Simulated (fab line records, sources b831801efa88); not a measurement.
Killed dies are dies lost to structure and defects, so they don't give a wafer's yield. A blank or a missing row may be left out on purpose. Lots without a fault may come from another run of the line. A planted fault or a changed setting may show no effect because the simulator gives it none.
A struck lot beside a sound one | flow sky130 | 17 steps out of a route of 708
Sound: wafers L408.2, L408.4, L408.6. Struck: wafers L411.3, L411.4, L411.5. The cause comes at the end.
At each step with rows: each side's tool, then ch and its chambers, then its first start. Under that, the readings that differ: sound wafers | struck wafers | difference of the means | sigmas: that difference in standard deviations of wafers without a fault.
alike: readings whose means differ by less than 2 such deviations, and words and numbers that are the same on both sides. not compared: withheld readings, readings that some wafer has no value for, bounds like >300 that may hide the same value, and numbers for which the record gives no deviation and whose values overlap.
The two part at a step that has a row with sigmas, a row that says differs or no value, or rows on one side only. Numbers that don't overlap but have no deviation are shown without sigmas and don't part them. A reading that every wafer of one side lacks parts them only if that side has two wafers or more.

first, 1 step without rows for these wafers: SKY_LDD_N_IMPLANT_15.
SKY_LDD_N_STRIP_16: strips in O2/N2.
  sound on plasma_asher-03 ch 1, day 19 20:32; struck on plasma_asher-02 ch 0,1, day 20 20:54
  alike: drypump_motor_current_A, oes_product_au, strip_time_to_endpoint_s
  not compared: rf_hours_counter_h
SKY_LDD_N_TW_MEAS_17:
  sound on film_metro-03, day 19 20:38; struck on film_metro-01, day 20 20:59
  alike: LDD_N_TW
then, 3 steps without rows for these wafers: SKY_LDD_P_DEHYDRATE_00 (time 60 s); SKY_LDD_P_HMDS_01 (prime time 60 s); SKY_LDD_P_COAT_02 (resist thk 1140 nm).
SKY_LDD_P_SOFTBAKE_03: time 61.51 s.
  sound on litho_track-03 ch 0, day 20 12:16; struck on litho_track-03 ch 0, day 21 11:24
  alike: plate_sensor_t_centre_C, plate_sensor_t_edge_C
then, 3 steps without rows for these wafers: SKY_LDD_P_EXPOSE_04 (exposes mask PSDM, target cd 380 nm); SKY_LDD_P_PEB_05; SKY_LDD_P_DEVELOP_06 (develop time 60 s).
SKY_LDD_P_CD_MEAS_07: target cd 380 nm.
  sound on cd_sem-01, day 21 02:48; struck on cd_sem-02, day 22 03:31
  alike: cd_nm
SKY_LDD_P_OVL_MEAS_08:
  sound on overlay-02, day 21 02:55; struck on overlay-02, day 22 03:37
  alike: LDD_P_OVL
SKY_LDD_P_IMPLANT_09:
  sound on implanter-04 ch 0, day 21 02:58; struck on implanter-04 ch 0, day 22 03:41
  reading            | sound                           | struck                         | difference  | sigmas
  dose_ions_cm2      | 1.001e+13 1.0005e+13 1.0012e+13 | 1.4331e+13 1.432e+13 1.433e+13 | +4.3180e+12 | +99 or more
  faraday_current_uA | 56.4 55.9 55.2                  | 80.8 79.9 80.6                 | +24.6       | +21
  alike: beam_energy_keV
SKY_LDD_P_STRIP_10: strips in O2/N2.
  sound on plasma_asher-03 ch 0,1, day 21 03:05; struck on plasma_asher-02 ch 0,1, day 22 03:49
  alike: drypump_motor_current_A, oes_product_au, strip_time_to_endpoint_s
  not compared: rf_hours_counter_h
SKY_LDD_P_TW_MEAS_11:
  sound on film_metro-03, day 21 03:12; struck on film_metro-04, day 22 03:54
  reading  | sound       | struck      | difference | sigmas
  LDD_P_TW | 632 633 630 | 714 714 720 | +84        | +20
then, 1 step without rows for these wafers: SKY_LDD_HVN_DEHYDRATE_00 (time 60 s).
-- the record jumps here: 26 days lie between the struck wafers' starts before and after (it left off in module LDD_HVN and takes up again in module PAD_OPEN, whose first step shown is number 708 of the route) --
SKY_PAD_OPEN_PROBE_99:
  sound on prober-01, day 47 00:52; struck on prober-02, day 47 19:35
  reading                                 | sound             | struck            | difference | sigmas
  killed_at_other                         | 0 0 0             | 2 0 1             | +1         | +2
  model.etest.tip_p.rs_ohm_sq             | 6865 6902 6868    | 5157 5144 5123    | -1737      |
  model.etest.pfet_01v8.r_on_ohm_um       | 2968 2937 2966    | 2786 2873 2836    | -125       |
  model.etest.pfet_01v8.drive_ua_um       | 191.4 191 189.6   | 200.2 195 196.2   | +6.5       |
  model.etest.sram_pfet_latch.drive_ua_um | 135.2 138.6 143.2 | 148.9 146.7 147.4 | +8.7       |
  model.etest.pfet_01v8_hvt.drive_ua_um   | 141.1 142 139.8   | 149.3 145.8 147.9 | +6.7       |
  model.etest.pfet_01v8_lvt.drive_ua_um   | 174.6 174.2 174.4 | 177.7 177 176.6   | +2.7       |
  alike: killed_at_M0_to_M3, killed_at_M4_up, killed_at_contacts, killed_at_front_end, killed_dies, killed_open, killed_short
  not compared: model.etest.pfet_01v8.off_log10_a_um, model.etest.pfet_01v8_hvt.off_log10_a_um

WHERE THEY PART
First at SKY_LDD_P_IMPLANT_09; last, within this record, at SKY_PAD_OPEN_PROBE_99.

WHY: what the simulator had put in
Process parameter drift: implanter-04, from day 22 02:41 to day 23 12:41, at SKY_LDD_P_IMPLANT_09. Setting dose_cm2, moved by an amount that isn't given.
